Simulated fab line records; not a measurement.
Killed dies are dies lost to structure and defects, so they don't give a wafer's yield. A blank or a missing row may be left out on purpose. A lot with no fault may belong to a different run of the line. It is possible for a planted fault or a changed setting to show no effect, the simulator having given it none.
The tool behind it: which one?	flow sky130	12 lots, 35 wafers sampled, at 6 steps of a route of 708

WHAT THE GAUGES READ, wafer by wafer
Not one reading of a measure or inspect step in the record can be checked against a usual standard deviation.

EACH LOT AND THE TOOL THAT RAN IT (in order: tool; ch and the chambers of the sampled wafers; start)
lot	SKY_VIA4_COAT_06	SKY_VIA4_STRIP_13	SKY_VIA4_CVD_18	SKY_METAL5_SPUTTER_01	SKY_METAL5_SPUTTER_04	SKY_PAD_OPEN_PROBE_99
L762	litho_track-03 ch 0, day 42 12:11	plasma_asher-01 ch 0,1, day 43 00:23	cvd_w-02 ch 0,1, day 43 01:02	pvd_sputter-04, day 43 01:41	pvd_sputter-04, day 43 01:47	prober-01, day 45 23:29
L763	litho_track-01 ch 0, day 42 17:44	plasma_asher-02 ch 0,1, day 43 05:25	cvd_w-02 ch 0,1, day 43 06:05	pvd_sputter-04, day 43 06:42	pvd_sputter-04, day 43 06:47	prober-02, day 46 03:47
L764	litho_track-01 ch 0, day 42 21:25	plasma_asher-01 ch 0,1, day 43 08:22	cvd_w-02 ch 0,1, day 43 09:05	pvd_sputter-03, day 43 09:47	pvd_sputter-03, day 43 09:52	prober-01, day 46 08:14
L765	litho_track-02 ch 0, day 43 00:44	plasma_asher-01 ch 0,1, day 43 12:38	cvd_w-01 ch 0,1, day 43 13:17	pvd_sputter-01, day 43 13:56	pvd_sputter-01, day 43 14:02	prober-02, day 46 09:53
L767	litho_track-02 ch 0, day 44 01:37	plasma_asher-02 ch 1, day 44 12:59	cvd_w-01 ch 0, day 44 13:38	pvd_sputter-04, day 44 14:17	pvd_sputter-04, day 44 14:23	prober-02, day 47 08:05
L776	litho_track-02 ch 0, day 46 08:31	plasma_asher-02 ch 0, day 46 19:10	cvd_w-01 ch 0, day 46 19:50	pvd_sputter-03, day 46 20:32	pvd_sputter-03, day 46 20:37	prober-01, day 49 09:07
L777	litho_track-02 ch 0, day 46 10:31	plasma_asher-02 ch 0,1, day 46 20:38	cvd_w-02 ch 0,1, day 46 21:17	pvd_sputter-01, day 46 21:57	pvd_sputter-01, day 46 22:04	prober-02, day 49 10:40
L778	litho_track-01 ch 0, day 46 19:23	plasma_asher-04 ch 0,1, day 47 05:23	cvd_w-02 ch 0,1, day 47 06:02	pvd_sputter-03, day 47 06:42	pvd_sputter-03, day 47 06:47	prober-01, day 49 19:05
L779	litho_track-03 ch 0, day 46 23:03	plasma_asher-04 ch 0,1, day 47 09:34	cvd_w-01 ch 0,1, day 47 10:14	pvd_sputter-03, day 47 10:51	pvd_sputter-03, day 47 10:58	prober-02, day 49 20:58
L783	litho_track-01 ch 0, day 47 22:19	plasma_asher-02 ch 0,1, day 48 08:19	cvd_w-01 ch 0,1, day 48 08:59	pvd_sputter-03, day 48 09:35	pvd_sputter-03, day 48 09:41	prober-01, day 50 16:16
L784	litho_track-01 ch 0, day 47 23:41	plasma_asher-04 ch 1, day 48 10:05	cvd_w-02 ch 0,1, day 48 10:54	pvd_sputter-03, day 48 11:36	pvd_sputter-03, day 48 11:41	prober-02, day 50 18:23
L785	litho_track-03 ch 0, day 48 05:19	plasma_asher-02 ch 0,1, day 48 14:52	cvd_w-01 ch 0,1, day 48 15:32	pvd_sputter-04, day 48 16:34	pvd_sputter-04, day 48 16:39	prober-01, day 50 22:08
- SKY_VIA4_COAT_06: resist thk 1140 nm.
- SKY_VIA4_STRIP_13: strips in O2/N2.
- SKY_VIA4_CVD_18: deposits W, target thk 505 nm, time 152.14 s.
- SKY_METAL5_SPUTTER_01: material TiN, target thk 20 nm, time 16.7 s.
- SKY_METAL5_SPUTTER_04: material TiN, target thk 70 nm, time 58.3 s.
- SKY_PAD_OPEN_PROBE_99

AS READ BY THE TOOLS THEMSELVES (means over the sampled wafers that have a number; for cases with no such wafer, the mark the record gives instead)
SKY_VIA4_STRIP_13.
lot	tool	drypump_motor_current_A (A)	oes_product_au (a.u.)	strip_time_to_endpoint_s (s)
L762	plasma_asher-01	5.8	0.709	12.88
L763	plasma_asher-02	5.4	0.709	12.85
L764	plasma_asher-01	5.8	0.712	12.81
L765	plasma_asher-01	5.8	0.704	12.81
L767	plasma_asher-02	5.4	0.706	12.84
L776	plasma_asher-02	5.5	0.709	12.54
L777	plasma_asher-02	5.5	0.709	12.53
L778	plasma_asher-04	5.3	0.711	12.85
L779	plasma_asher-04	5.3	0.715	12.88
L783	plasma_asher-02	5.5	0.708	12.79
L784	plasma_asher-04	5.3	0.708	12.83
L785	plasma_asher-02	5.4	0.712	12.93

SKY_VIA4_CVD_18.
lot	tool	heater_power_outer_w (W)	heater_power_w (W)
L762	cvd_w-02	571	882
L763	cvd_w-02	614	951
L764	cvd_w-02	614	941
L765	cvd_w-01	488	810
L767	cvd_w-01	473	834
L776	cvd_w-01	486	836
L777	cvd_w-02	620	947
L778	cvd_w-02	565	883
L779	cvd_w-01	492	814
L783	cvd_w-01	488	823
L784	cvd_w-02	565	889
L785	cvd_w-01	481	832

SKY_METAL5_SPUTTER_01.
lot	tool	throttle_valve_pct (%)
L762	pvd_sputter-04	30.4
L763	pvd_sputter-04	30.6
L764	pvd_sputter-03	30.3
L765	pvd_sputter-01	29.6
L767	pvd_sputter-04	31.4
L776	pvd_sputter-03	30.4
L777	pvd_sputter-01	29.7
L778	pvd_sputter-03	29.7
L779	pvd_sputter-03	29.7
L783	pvd_sputter-03	30.7
L784	pvd_sputter-03	30.3
L785	pvd_sputter-04	30.9

SKY_METAL5_SPUTTER_04.
lot	tool	throttle_valve_pct (%)
L762	pvd_sputter-04	30.4
L763	pvd_sputter-04	30.4
L764	pvd_sputter-03	30.2
L765	pvd_sputter-01	29.6
L767	pvd_sputter-04	31.6
L776	pvd_sputter-03	30.4
L777	pvd_sputter-01	29.7
L778	pvd_sputter-03	29.7
L779	pvd_sputter-03	29.7
L783	pvd_sputter-03	30.6
L784	pvd_sputter-03	30.3
L785	pvd_sputter-04	30.8

SKY_PAD_OPEN_PROBE_99.
lot	tool	defect_limited_yield (%)	killed_at_M0_to_M3	killed_at_M4_up	killed_at_contacts	killed_at_front_end	killed_at_other	killed_dies	killed_open	killed_short	sort_bin_3_pad_short (%)	sort_bin_5_function (%)	sort_bin_6_memory (%)	sort_n_pass	sort_yield_pct (%)
L762	prober-01	82.8	40	2.3	26	15	0.7	84	47	36	1.0	9.4	6.7	408	82.8
L763	prober-02	82.4	42	3.7	24	17	0.0	87	50	36	1.0	10.0	6.6	405	82.4
L764	prober-01	82.7	42	3.0	25	15	0.0	85	47	38	1.0	11.3	5.0	407	82.7
L765	prober-02	82.4	40	4.0	23	18	0.7	87	49	38	0.6	10.4	6.6	405	82.4
L767	prober-02	82.5	43	3.3	26	13	0.0	86	50	36	0.9	10.8	5.8	406	82.5
L776	prober-01	83.0	44	3.0	22	14	0.0	84	45	38	0.4	10.4	6.2	408	83.0
L777	prober-02	83.5	36	1.7	23	19	1.3	81	44	36	0.7	9.9	5.9	411	83.5
L778	prober-01	83.2	40	3.3	24	15	0.0	83	45	37	0.6	9.5	6.6	409	83.2
L779	prober-02	83.7	42	3.0	20	15	0.0	80	44	37	0.8	9.2	6.3	412	83.7
L783	prober-01	80.8	45	4.7	28	16	0.0	94	52	42	0.7	11.9	6.6	398	80.8
L784	prober-02	83.0	40	2.3	26	15	0.0	84	41	42	0.9	10.1	6.0	408	83.0
L785	prober-01	83.7	36	4.0	26	14	0.0	80	49	31	0.4	9.6	6.3	412	83.7

THE ANSWER, worked out from the rows above alone
Rule: the lots themselves supply what counts as usual. The widest of any qualifying gaps counts: lots, ordered by their means at a reading, are off when they make up no more than a third of the lots, leave a main group of 4 or more, and stand apart from it by 3 or more times the standard deviation of that group's means. A main group is skipped when, at the precision printed for the reading in the tables above, its means are all equal. Also off: a lot with no number at a reading for which 4 or more lots have one. Any other lot the step has rows for is counted as sound. After the gauges, taken in route order, come the tools' own readings; for these a lot's mean is taken, as printed above. At the first step where some lot is off, the reading lying furthest off is the one used; lots without a number count as furthest.
Off at SKY_VIA4_STRIP_13 (strip_time_to_endpoint_s): L776, L777. The main group has a mean of 12.85 s with a standard deviation of 0.039.
If a tool, at that step or one of the process steps before it, ran each lot that is off and ran no sound lot following the first of them, it fits. One candidate fits, namely litho_track-02 at SKY_VIA4_COAT_06. A fault onset in the window from L767 (day 44 01:37, its last sound lot) to L776 (day 46 08:31, its first lot off) fits.

WHAT HAD BEEN PUT IN BY THE SIMULATOR
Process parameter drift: litho_track-02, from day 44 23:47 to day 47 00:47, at SKY_VIA4_COAT_06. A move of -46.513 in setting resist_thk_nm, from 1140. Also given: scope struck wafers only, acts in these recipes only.
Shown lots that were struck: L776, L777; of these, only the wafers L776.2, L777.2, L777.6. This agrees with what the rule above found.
